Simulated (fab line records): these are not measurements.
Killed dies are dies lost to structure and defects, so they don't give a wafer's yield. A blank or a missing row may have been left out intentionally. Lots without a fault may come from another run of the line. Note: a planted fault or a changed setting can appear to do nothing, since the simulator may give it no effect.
Which tool is to blame? :: flow gf180mcu :: 13 lots, 39 wafers sampled, at 1 step of a route of 602

== WHAT THE GAUGES READ, wafer by wafer ==
GF_M3_RS_MEAS_05: the measuring method here is four-point-probe.
lot: L598
measured: day 20 13:05
on: film metro-04
M3_ALCU_RS (ohm/sq): 0.0701 0.0713 0.0711

lot: L602
measured: day 21 19:49
on: film metro-02
M3_ALCU_RS (ohm/sq): 0.0702 0.0702 0.0700

lot: L603
measured: day 22 07:44
on: film metro-04
M3_ALCU_RS (ohm/sq): 0.0694 0.0690 0.0675

lot: L604
measured: day 22 17:28
on: film metro-04
M3_ALCU_RS (ohm/sq): 0.0701 0.0687 0.0690

lot: L605
measured: day 23 03:25
on: film metro-02
M3_ALCU_RS (ohm/sq): 0.0701 0.0699 0.0699

lot: L607
measured: day 23 16:46
on: film metro-03
M3_ALCU_RS (ohm/sq): 0.0690 0.0693 0.0691

lot: L610
measured: day 24 17:50
on: film metro-04
M3_ALCU_RS (ohm/sq): 0.0691 0.0690 0.0691

lot: L616
measured: day 26 16:08
on: film metro-04
M3_ALCU_RS (ohm/sq): 0.0690 0.0699 0.0688

lot: L617
measured: day 26 23:15
on: film metro-04
M3_ALCU_RS (ohm/sq): 0.0688 0.0689 0.0686

lot: L618
measured: day 27 01:58
on: film metro-04
M3_ALCU_RS (ohm/sq): 0.0687 0.0677 0.0681

lot: L619
measured: day 27 08:11
on: film metro-02
M3_ALCU_RS (ohm/sq): 0.0699 0.0674 0.0680

lot: L620
measured: day 27 16:25
on: film metro-04
M3_ALCU_RS (ohm/sq): 0.0701 0.0697 0.0698

lot: L621
measured: day 28 01:06
on: film metro-04
M3_ALCU_RS (ohm/sq): 0.0683 0.0683 0.0677

== WHAT TOOL EACH LOT RAN ON (gives the tool, then ch and the chambers of the sampled wafers, and finally the start) ==
Record: no process step prior to these readings.

== AS READ BY THE TOOLS THEMSELVES (means over the sampled wafers that have a number; for cases with no such wafer, the mark the record gives instead) ==
The record holds no such reading with a usual standard deviation.

== THE ANSWER, worked out from the rows above alone ==
Rule: what is usual is taken from the lots themselves. Put in order of their means at a reading, lots are off if they are a third of the lots or fewer, leave a main group of 4 or more, and stand apart from it by a gap of 3 or more times the standard deviation of the main group's means; of several such gaps the widest counts. A main group is skipped when, at the precision printed for the reading in the tables above, its means are all equal. A lot without any number at a reading at which 4 lots or more have one is off too. All remaining lots with rows at the step are treated as sound. The gauges are gone through in route order, then the tools' own readings, and for those a lot's mean is taken as printed above. The first step at which some lot is off is used, and at that step the reading that is off furthest; a lot without a number counts as furthest.
No lot is off at any reading shown: from this, nothing can be told.

== WHAT WAS PUT IN BY THE SIMULATOR ==
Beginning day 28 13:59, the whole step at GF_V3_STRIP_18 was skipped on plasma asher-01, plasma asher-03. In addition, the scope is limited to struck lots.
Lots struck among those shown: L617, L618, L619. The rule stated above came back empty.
